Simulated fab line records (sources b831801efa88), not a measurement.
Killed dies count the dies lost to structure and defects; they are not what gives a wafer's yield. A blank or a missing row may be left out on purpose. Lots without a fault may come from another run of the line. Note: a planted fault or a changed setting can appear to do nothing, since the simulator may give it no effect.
fab line records | flow sky130
record: lots: 15 | wafers: 45 | last-day: 50
route steps=708 shown POLY_GATE@234 LDD_N@244 LDD_P@266
lots with no fault: from the same line, run without faults
start-h: hours from the record's opening day to when the first of the lot's shown wafers began | wait-h: time in hours since the lot's previous step | " unchanged from the row above | L1.1+2: a single row standing in for several wafers | - no value present, or no start provided | * or withheld: withheld | < > ~ a bound
route shown NAME@n: NAME is a module with steps in the file, n the number in the route of the first one | usual: mean and standard deviation over wafers with no fault | same: alike in all rows | chamber/n: place in a boat | sites: readings site by site | _std_site: the values' standard deviation | _edge_site: the outer-site mean with the inner-site mean subtracted | radius-mm: how far each site lies from the wafer's centre | mask NAME#n: copy n | behind: the tool/chamber that last shaped the wafer | hold: why the lot went on hold/how many hours it stayed there/how the hold came to an end | device: transistor that didn't switch, given as n, p or np | end of line: the same wafers' tests at the end of the route | step lacking rows: just its recipe | killed: dies lost to structure and defects at the first sort, not the wafer's yield | map: a wafer's dies, x killed, . not, _ none there
set.NAME: setting as actually run; set.NAME@STEP: the setting as run at that earlier step | model.NAME: the simulator's own value behind a step, which no gauge read
route steps across a sampled set of lots; one table per step, one row per wafer
services: the hour from which a tool's chamber was out of use, counted from the record's first day as start-h (under 0 if before that day), plus the number of hours and why
== steps ==
step: SKY_POLY_GATE_OXIDATION_20
recipe: temp-c: 850 | ambient: O2 | stabilise-s: 600 | purge-s: 300 | target-thk-a: 40 | ox-time-s: 899
usual: ox-temp-c: 850.0/0.36 | ox-temp-c-max: 853.9/0.76 | ox-time-s: 899/0
lot.wafer | tool       | chamber | start-h | wait-h | ox-temp-c | ox-temp-c-max | ox-time-s
L178.2    | furnace-01 | 0       | 367.34  | 0.5    | 850.0     | 854.0         | 899
L178.3    | "          | 0       | "       | "      | 849.8     | 853.1         | 899
L178.4    | "          | 0       | "       | "      | 850.1     | 853.2         | 899
L179.2    | furnace-01 | 0       | 372.79  | 1.2    | 849.4     | 854.0         | 899
L179.4    | "          | 0       | "       | "      | 849.4     | 853.8         | 899
L179.5    | "          | 0       | "       | "      | 849.0     | 852.9         | 899
L180.3    | furnace-02 | 0       | 383.21  | 2.2    | 849.7     | 853.4         | 899
L180.4    | "          | 0       | "       | "      | 849.7     | 853.5         | 899
L180.6    | "          | 0       | "       | "      | 849.6     | 853.3         | 899
L181.2    | furnace-02 | 0       | 391.12  | 2.0    | 850.0     | 853.4         | 899
L181.3    | "          | 0       | "       | "      | 849.7     | 853.9         | 899
L181.4    | "          | 0       | "       | "      | 849.9     | 853.7         | 899
L182.2    | furnace-02 | 0       | 403.78  | 1.0    | 850.2     | 853.9         | 899
L182.4    | "          | 0       | "       | "      | 850.0     | 853.7         | 899
L182.6    | "          | 0       | "       | "      | 850.2     | 853.8         | 899
L185.2    | furnace-01 | 0       | 423.16  | 0.1    | 850.6     | 854.3         | 899
L185.3    | "          | 0       | "       | "      | 850.4     | 854.5         | 899
L185.5    | "          | 0       | "       | "      | 850.7     | 854.6         | 899
L187.1    | furnace-01 | -       | 464.65  | 0.0    | -         | -             | -
L187.3    | "          | -       | "       | "      | -         | -             | -
L187.4    | "          | -       | "       | "      | -         | -             | -
L188.1    | furnace-02 | -       | 486.78  | 0.0    | -         | -             | -
L188.2    | "          | -       | "       | "      | -         | -             | -
L188.6    | "          | -       | "       | "      | -         | -             | -
L189.1    | furnace-01 | -       | 487.72  | 0.0    | -         | -             | -
L189.3    | "          | -       | "       | "      | -         | -             | -
L189.4    | "          | -       | "       | "      | -         | -             | -
L191.1    | furnace-01 | 0       | 492.68  | 0.0    | 850.5     | 854.3         | 899
L191.5    | "          | 0       | "       | "      | 850.5     | 854.5         | 899
L191.6    | "          | 0       | "       | "      | 850.4     | 853.8         | 899
L196.1    | furnace-02 | 0       | 527.50  | 0.0    | 850.2     | 853.9         | 899
L196.4    | "          | 0       | "       | "      | 850.1     | 855.8         | 899
L196.5    | "          | 0       | "       | "      | 850.2     | 853.3         | 899
L195.2    | furnace-01 | 0       | 529.10  | 0.0    | 849.6     | 853.1         | 899
L195.3    | "          | 0       | "       | "      | 849.9     | 853.7         | 899
L195.5    | "          | 0       | "       | "      | 849.9     | 853.9         | 899
L198.1    | furnace-01 | 0       | 542.90  | 0.0    | 850.1     | 853.6         | 899
L198.2    | "          | 0       | "       | "      | 850.5     | 854.0         | 899
L198.5    | "          | 0       | "       | "      | 850.3     | 853.4         | 899
L199.1    | furnace-02 | 0       | 547.81  | 0.1    | 850.4     | 853.9         | 899
L199.4    | "          | 0       | "       | "      | 850.3     | 853.8         | 899
L199.6    | "          | 0       | "       | "      | 850.3     | 854.2         | 899
L200.2    | furnace-02 | 0       | 551.00  | 0.0    | 849.5     | 852.2         | 899
L200.4    | "          | 0       | "       | "      | 849.7     | 852.7         | 899
L200.5    | "          | 0       | "       | "      | 849.9     | 853.4         | 899
step: SKY_LDD_N_OVL_MEAS_07
usual: LDD_N_OVL: -0.8/1.2
lot.wafer | tool       | chamber | start-h | wait-h | LDD_N_OVL[nm]
L178.2    | overlay-01 | -       | 397.52  | 0.1    | -1.2
L178.3    | "          | -       | "       | "      | 0.5
L178.4    | "          | -       | "       | "      | -1.5
L179.2    | overlay-01 | -       | 402.52  | 0.1    | 0.7
L179.4    | "          | -       | "       | "      | 0.6
L179.5    | "          | -       | "       | "      | -0.6
L180.3    | overlay-02 | -       | 413.88  | 0.1    | 0.3
L180.4    | "          | -       | "       | "      | -1.5
L180.6    | "          | -       | "       | "      | -1.0
L181.2    | overlay-02 | -       | 421.87  | 0.1    | 0.3
L181.3    | "          | -       | "       | "      | -0.7
L181.4    | "          | -       | "       | "      | -2.2
L182.2    | overlay-01 | -       | 435.79  | 0.1    | -0.6
L182.4    | "          | -       | "       | "      | -0.9
L182.6    | "          | -       | "       | "      | -1.0
L185.2    | overlay-01 | -       | 454.84  | 0.1    | -1.0
L185.3    | "          | -       | "       | "      | -1.6
L185.5    | "          | -       | "       | "      | -1.1
L187.1    | overlay-02 | -       | 496.48  | 0.1    | -1.7
L187.3    | "          | -       | "       | "      | -1.3
L187.4    | "          | -       | "       | "      | -2.6
L188.1    | overlay-01 | -       | 518.69  | 0.1    | -0.8
L188.2    | "          | -       | "       | "      | 0.6
L188.6    | "          | -       | "       | "      | 0.9
L189.1    | overlay-01 | -       | 519.47  | 0.1    | 0.1
L189.3    | "          | -       | "       | "      | -1.3
L189.4    | "          | -       | "       | "      | -1.3
L191.1    | overlay-01 | -       | 524.42  | 0.1    | -1.3
L191.5    | "          | -       | "       | "      | -2.2
L191.6    | "          | -       | "       | "      | -0.1
L196.1    | overlay-01 | -       | 559.28  | 0.1    | -0.7
L196.4    | "          | -       | "       | "      | -0.2
L196.5    | "          | -       | "       | "      | -1.8
L195.2    | overlay-01 | -       | 559.89  | 0.1    | -1.1
L195.3    | "          | -       | "       | "      | -0.8
L195.5    | "          | -       | "       | "      | 0.2
L198.1    | overlay-02 | -       | 573.62  | 0.1    | -0.5
L198.2    | "          | -       | "       | "      | -2.0
L198.5    | "          | -       | "       | "      | -0.3
L199.1    | overlay-02 | -       | 578.53  | 0.1    | -2.7
L199.4    | "          | -       | "       | "      | -3.5
L199.6    | "          | -       | "       | "      | -3.0
L200.2    | overlay-01 | -       | 581.82  | 0.1    | 1.2
L200.4    | "          | -       | "       | "      | -1.7
L200.5    | "          | -       | "       | "      | -2.5
step: SKY_LDD_N_TW_MEAS_17
usual: LDD_N_TW: 2586/21
lot.wafer | tool          | chamber | start-h | wait-h | LDD_N_TW
L178.2    | film-metro-01 | -       | 398.86  | 0.1    | 2601
L178.3    | "             | -       | "       | "      | 2599
L178.4    | "             | -       | "       | "      | 2603
L179.2    | film-metro-03 | -       | 403.86  | 0.1    | 2595
L179.4    | "             | -       | "       | "      | 2595
L179.5    | "             | -       | "       | "      | 2591
L180.3    | film-metro-03 | -       | 415.22  | 0.1    | 2608
L180.4    | "             | -       | "       | "      | 2616
L180.6    | "             | -       | "       | "      | 2612
L181.2    | film-metro-01 | -       | 423.21  | 0.1    | 2610
L181.3    | "             | -       | "       | "      | 2623
L181.4    | "             | -       | "       | "      | 2588
L182.2    | film-metro-03 | -       | 437.13  | 0.1    | 2589
L182.4    | "             | -       | "       | "      | 2590
L182.6    | "             | -       | "       | "      | 2584
L185.2    | film-metro-01 | -       | 456.18  | 0.1    | 2595
L185.3    | "             | -       | "       | "      | 2579
L185.5    | "             | -       | "       | "      | 2581
L187.1    | film-metro-01 | -       | 497.82  | 0.1    | 2573
L187.3    | "             | -       | "       | "      | 2587
L187.4    | "             | -       | "       | "      | 2569
L188.1    | film-metro-02 | -       | 520.10  | 0.1    | 2554
L188.2    | "             | -       | "       | "      | 2551
L188.6    | "             | -       | "       | "      | 2569
L189.1    | film-metro-02 | -       | 520.80  | 0.1    | 2556
L189.3    | "             | -       | "       | "      | 2553
L189.4    | "             | -       | "       | "      | 2557
L191.1    | film-metro-02 | -       | 525.76  | 0.1    | 2563
L191.5    | "             | -       | "       | "      | 2554
L191.6    | "             | -       | "       | "      | 2556
L196.1    | film-metro-03 | -       | 560.62  | 0.1    | 2596
L196.4    | "             | -       | "       | "      | 2598
L196.5    | "             | -       | "       | "      | 2594
L195.2    | film-metro-02 | -       | 561.53  | 0.1    | 2575
L195.3    | "             | -       | "       | "      | 2568
L195.5    | "             | -       | "       | "      | 2577
L198.1    | film-metro-02 | -       | 574.95  | 0.1    | 2584
L198.2    | "             | -       | "       | "      | 2583
L198.5    | "             | -       | "       | "      | 2575
L199.1    | film-metro-03 | -       | 579.87  | 0.1    | 2617
L199.4    | "             | -       | "       | "      | 2616
L199.6    | "             | -       | "       | "      | 2628
L200.2    | film-metro-02 | -       | 583.16  | 0.1    | 2557
L200.4    | "             | -       | "       | "      | 2550
L200.5    | "             | -       | "       | "      | 2553
step: SKY_LDD_P_TW_MEAS_11
usual: LDD_P_TW: 636/3.6
lot.wafer | tool          | chamber | start-h | wait-h | LDD_P_TW
L178.2    | film-metro-01 | -       | 429.06  | 0.1    | 639
L178.3    | "             | -       | "       | "      | 639
L178.4    | "             | -       | "       | "      | 633
L179.2    | film-metro-01 | -       | 434.71  | 0.1    | 636
L179.4    | "             | -       | "       | "      | 635
L179.5    | "             | -       | "       | "      | 636
L180.3    | film-metro-02 | -       | 445.09  | 0.1    | 638
L180.4    | "             | -       | "       | "      | 641
L180.6    | "             | -       | "       | "      | 639
L181.2    | film-metro-04 | -       | 453.83  | 0.1    | 638
L181.3    | "             | -       | "       | "      | 637
L181.4    | "             | -       | "       | "      | 640
L182.2    | film-metro-04 | -       | 468.18  | 0.1    | 639
L182.4    | "             | -       | "       | "      | 639
L182.6    | "             | -       | "       | "      | 644
L185.2    | film-metro-02 | -       | 486.30  | 0.1    | 633
L185.3    | "             | -       | "       | "      | 633
L185.5    | "             | -       | "       | "      | 633
L187.1    | film-metro-01 | -       | 528.82  | 0.1    | 635
L187.3    | "             | -       | "       | "      | 632
L187.4    | "             | -       | "       | "      | 634
L188.1    | film-metro-02 | -       | 550.29  | 0.1    | 633
L188.2    | "             | -       | "       | "      | 630
L188.6    | "             | -       | "       | "      | 632
L189.1    | film-metro-02 | -       | 551.16  | 0.1    | 634
L189.3    | "             | -       | "       | "      | 633
L189.4    | "             | -       | "       | "      | 633
L191.1    | film-metro-02 | -       | 555.89  | 0.1    | 634
L191.5    | "             | -       | "       | "      | 636
L191.6    | "             | -       | "       | "      | 634
L196.1    | film-metro-02 | -       | 589.99  | 0.1    | 630
L196.4    | "             | -       | "       | "      | 631
L196.5    | "             | -       | "       | "      | 633
L195.2    | film-metro-01 | -       | 591.14  | 0.1    | 635
L195.3    | "             | -       | "       | "      | 637
L195.5    | "             | -       | "       | "      | 636
L198.1    | film-metro-02 | -       | 603.42  | 0.1    | 634
L198.2    | "             | -       | "       | "      | 633
L198.5    | "             | -       | "       | "      | 635
L199.1    | film-metro-02 | -       | 608.64  | 0.1    | 633
L199.4    | "             | -       | "       | "      | 634
L199.6    | "             | -       | "       | "      | 633
L200.2    | film-metro-02 | -       | 612.95  | 0.1    | 633
L200.4    | "             | -       | "       | "      | 635
L200.5    | "             | -       | "       | "      | 638
== services ==
tool       | chamber | start-h | hours | kind
furnace-01 | -       | 384.64  | 5.1   | pm
furnace-02 | -       | 424.77  | 2.9   | pm
== key ==
first-sign: step: SKY_POLY_GATE_OXIDATION_20 | reading: tool-record | direction: missing
effect none on later readings
met-at SKY_POLY_GATE_OXIDATION_20
struck-lots L187,L188,L189
later-rows-left-out L187.1,L187.3,L187.4,L188.1,L188.2,L188.6,L189.1,L189.3,L189.4
sort-left-out L187.1,L187.3,L187.4,L188.1,L188.2,L188.6,L189.1,L189.3,L189.4
tester-left-out L187,L188,L189
not-acting-at SKY_LDD_N_OVL_MEAS_07,SKY_LDD_N_TW_MEAS_17,SKY_LDD_P_TW_MEAS_11
onset-between 423.16 464.65
fault: kind: skipped-step-whole | tool: furnace-01,furnace-02 | chamber: - | onset-h: 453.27 | steps: SKY_POLY_GATE_OXIDATION_20 | scope: struck-lots-only
tester-left-out: of these lots the tester's yield and bins aren't shown, on N5 and GAA mostly nor the transistor test; their killed dies are dies lost to structure and defects alone, not to doping, threshold or leakage, so they don't give the yield
sort-left-out: the simulated sort isn't trusted on such a fault, so these wafers' sort isn't shown, and their yield isn't known
later-rows-left-out: the simulator's readings of these wafers behind a module that went badly wrong aren't trusted and aren't shown, but for the sort
